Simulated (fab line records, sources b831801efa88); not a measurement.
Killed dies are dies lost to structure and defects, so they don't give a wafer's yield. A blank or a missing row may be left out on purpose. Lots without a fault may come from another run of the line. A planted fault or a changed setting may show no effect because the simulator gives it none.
One fault seen from 2 desks | flow gf180mcu | each desk has only its own numbers; what lay behind them comes last

THE TOOL OWNER'S DESK: litho_track-03
The tool's own readings at GF_HV_LDD_COAT_02 (resist thk 1000 nm): means of the sampled wafers that have a number, for each lot that ran on this tool. A lot is out of limits, marked OUT, if its mean lies more than 4 standard deviations from the usual mean; the brackets give that distance.
Columns: A = spin_speed_rpm at GF_HV_LDD_COAT_02, usual 3000.1 rpm
lot  | first seen here | A
L958 | day 10 10:28    | 3002.1
L959 | day 10 18:02    | 3000.5
L960 | day 10 20:52    | 2997.0
L970 | day 14 00:47    | 3002.1
L972 | day 14 16:07    | 2998.2
L974 | day 15 07:52    | 3000.7
L976 | day 16 16:13    | 3000.1
This desk's finding: nothing out of limits on any of the 7 lots.

THE METROLOGY DESK
What the gauges read, lot by lot, whatever tool the lot ran on: means of the sampled wafers that have a number. A lot is out of limits, marked OUT, if its mean lies more than 4 standard deviations from the usual mean; the brackets give that distance.
Columns: A = cd_nm at GF_HV_LDD_CD_MEAS_07, usual 400.6 nm
lot  | first seen here | A
L958 | day 10 19:44    | 402.4
L959 | day 11 03:17    | 407.6
L960 | day 11 05:56    | 407.8
L964 | day 12 16:42    | 401.7
L970 | day 14 11:23    | 399.7
L972 | day 15 02:46    | 399.5
L973 | day 15 09:37    | 401.0
L974 | day 15 18:09    | 397.7
L976 | day 17 03:34    | 399.5
L977 | day 17 07:21    | 402.1
This desk's finding: nothing out of limits on any of the 10 lots.

PUT TOGETHER
The tool owner's desk saw nothing out of limits.
The metrology desk saw nothing out of limits.

WHAT THE SIMULATOR HAD PUT IN
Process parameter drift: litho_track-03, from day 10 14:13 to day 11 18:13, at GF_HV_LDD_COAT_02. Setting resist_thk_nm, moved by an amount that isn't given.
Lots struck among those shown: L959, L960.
